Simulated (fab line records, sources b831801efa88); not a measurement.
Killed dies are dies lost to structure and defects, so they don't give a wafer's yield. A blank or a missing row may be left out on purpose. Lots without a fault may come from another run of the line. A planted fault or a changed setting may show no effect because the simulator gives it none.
Which tool did it? | flow gf180mcu | 12 lots, 36 wafers sampled, at 5 steps of a route of 602

WHAT THE GAUGES READ, wafer by wafer
GF_LVPWELL_TW_MEAS_11. Usual: LVPWELL_TW 560, standard deviation 4.5.
lot  | measured    | on            | LVPWELL_TW  | flag
L249 | day 4 02:43 | film_metro-03 | 559 558 558 |
L250 | day 4 05:35 | film_metro-02 | 558 559 561 |
L253 | day 5 00:10 | film_metro-03 | 551 554 554 |
L255 | day 5 08:31 | film_metro-02 | 593 591 590 | OFF
L258 | day 6 03:54 | film_metro-03 | 589 588 586 | OFF
L261 | day 6 17:37 | film_metro-02 | 593 589 590 | OFF
L263 | day 7 03:39 | film_metro-03 | 558 559 553 |
L264 | day 7 09:59 | film_metro-01 | 566 568 565 |
L265 | day 7 14:44 | film_metro-01 | 565 564 565 |
L266 | day 7 20:26 | film_metro-02 | 560 558 561 |
L268 | day 8 07:37 | film_metro-01 | 564 564 563 |
L272 | day 9 05:34 | film_metro-02 | 558 558 561 |

GF_VT_IMPLANT_RS_MEAS_48: measures by four-point-probe. Usual: LVPWELL_RS 1198 ohm/sq, standard deviation 3.6.
lot  | measured     | on            | LVPWELL_RS (ohm/sq) | flag
L249 | day 7 19:03  | film_metro-03 | 1197 1194 1197      |
L250 | day 7 22:12  | film_metro-03 | 1195 1193 1198      |
L253 | day 8 21:04  | film_metro-01 | 1203 1200 1200      |
L255 | day 9 08:12  | film_metro-03 | 1033 1033 1031      | OFF
L258 | day 10 05:41 | film_metro-02 | 1031 1033 1034      | OFF
L261 | day 10 23:06 | film_metro-03 | 1026 1027 1024      | OFF
L263 | day 11 12:13 | film_metro-01 | 1200 1200 1198      |
L264 | day 11 19:29 | film_metro-02 | 1205 1199 1200      |
L265 | day 12 01:42 | film_metro-02 | 1193 1197 1194      |
L266 | day 12 08:28 | film_metro-01 | 1203 1201 1205      |
L268 | day 12 23:10 | film_metro-03 | 1196 1196 1200      |
L272 | day 13 23:23 | film_metro-02 | 1197 1193 1194      |

GF_POLY_GATE_CD_MEAS_10: target cd 280 nm. Usual: cd_nm 280.2 nm, standard deviation 1.2.
lot  | measured     | on        | cd_nm (nm)        | flag
L249 | day 9 10:49  | cd_sem-01 | 280.4 280.6 280.7 |
L250 | day 9 12:11  | cd_sem-02 | 280.6 280.7 281.6 |
L253 | day 10 14:21 | cd_sem-01 | 278.0 278.7 278.3 |
L255 | day 11 02:56 | cd_sem-02 | 280.0 279.9 279.3 |
L258 | day 12 01:20 | cd_sem-02 | 280.6 281.7 281.7 |
L261 | day 12 19:56 | cd_sem-01 | 278.6 278.6 278.4 |
L263 | day 13 10:45 | cd_sem-01 | 281.0 281.4 281.4 |
L264 | day 13 17:23 | cd_sem-01 | 280.2 281.5 280.9 |
L265 | day 14 01:37 | cd_sem-01 | 279.8 277.7 277.0 |
L266 | day 14 08:28 | cd_sem-01 | 280.9 282.2 280.3 |
L268 | day 14 21:07 | cd_sem-01 | 281.8 281.2 281.7 |
L272 | day 15 23:16 | cd_sem-01 | 280.5 279.9 279.1 |

WHICH TOOL RAN EACH LOT (tool, then ch and the chambers of the sampled wafers, then the start)
lot  | GF_LVPWELL_IMPLANT_09          | GF_MVSD_STRIP_10
L249 | implanter-01 ch 0, day 4 02:29 | plasma_asher-01 ch 1, day 4 16:13
L250 | implanter-02 ch 0, day 4 05:23 | plasma_asher-03 ch 0,1, day 4 19:37
L253 | implanter-02 ch 0, day 4 23:55 | plasma_asher-02 ch 0,1, day 5 14:22
L255 | implanter-02 ch 0, day 5 07:56 | plasma_asher-02 ch 0,1, day 5 23:07
L258 | implanter-01 ch 0, day 6 03:22 | plasma_asher-02 ch 0,1, day 6 18:58
L261 | implanter-02 ch 0, day 6 16:59 | plasma_asher-03 ch 0,1, day 7 08:29
L263 | implanter-01 ch 0, day 7 03:24 | plasma_asher-01 ch 0,1, day 7 19:34
L264 | implanter-03 ch 0, day 7 09:45 | plasma_asher-03 ch 0,1, day 8 02:04
L265 | implanter-02 ch 0, day 7 14:30 | plasma_asher-02 ch 0,1, day 8 06:49
L266 | implanter-02 ch 0, day 7 20:11 | plasma_asher-03 ch 0, day 8 12:33
L268 | implanter-02 ch 0, day 8 07:22 | plasma_asher-02 ch 0,1, day 9 00:39
L272 | implanter-03 ch 0, day 9 05:19 | plasma_asher-02 ch 0,1, day 9 23:08
- GF_LVPWELL_IMPLANT_09
- GF_MVSD_STRIP_10: strips in O2/N2.

WHAT THE TOOLS THEMSELVES READ (means of the sampled wafers that have a number; where no wafer has one, the mark that the record gives instead)
GF_MVSD_STRIP_10. Usual: drypump_motor_current_A 5.67 A, standard deviation 0.11; heater_power_w 317 W, standard deviation 36; oes_product_au 0.722 a.u., standard deviation 0.0044; strip_time_to_endpoint_s 36.95 s, standard deviation 0.087.
lot  | tool            | drypump_motor_current_A (A) | heater_power_w (W) | oes_product_au (a.u.) | strip_time_to_endpoint_s (s) | flag
L249 | plasma_asher-01 | 5.58                        | 373                | 0.724                 | 36.91                        |
L250 | plasma_asher-03 | 5.63                        | 313                | 0.723                 | 37.00                        |
L253 | plasma_asher-02 | 5.72                        | 293                | 0.720                 | 36.83                        |
L255 | plasma_asher-02 | 5.72                        | 292                | 0.726                 | 36.94                        |
L258 | plasma_asher-02 | 5.73                        | 294                | 0.720                 | 36.92                        |
L261 | plasma_asher-03 | 5.64                        | 305                | 0.719                 | 36.88                        |
L263 | plasma_asher-01 | 5.69                        | 320                | 0.719                 | 36.80                        |
L264 | plasma_asher-03 | 5.54                        | 333                | 0.725                 | 36.98                        |
L265 | plasma_asher-02 | 5.69                        | 310                | 0.722                 | 36.96                        |
L266 | plasma_asher-03 | 5.74                        | 289                | 0.726                 | 36.90                        |
L268 | plasma_asher-02 | 5.70                        | 308                | 0.727                 | 36.96                        |
L272 | plasma_asher-02 | 5.68                        | 310                | 0.721                 | 36.94                        |

THE ANSWER, worked out from the rows above alone
Rule: a lot is off if the mean of its wafers that have a number lies more than 3 standard deviations from the usual mean. A lot without any number at a reading at which 4 lots or more have one is off too. The other lots that the step has rows for count as sound. The gauges are gone through in route order, then the tools' own readings, and for those a lot's mean is taken as printed above. The first step at which some lot is off is used, and at that step the reading that is off furthest; a lot without a number counts as furthest.
Off: L255, L258, L261, at GF_LVPWELL_TW_MEAS_11 (LVPWELL_TW).
A tool fits if, at a process step before that reading, it ran every lot that is off, and no sound lot after the first of them. The gauges at GF_LVPWELL_TW_MEAS_11 are tried like those tools. None of those tried fits.

WHAT THE SIMULATOR HAD PUT IN
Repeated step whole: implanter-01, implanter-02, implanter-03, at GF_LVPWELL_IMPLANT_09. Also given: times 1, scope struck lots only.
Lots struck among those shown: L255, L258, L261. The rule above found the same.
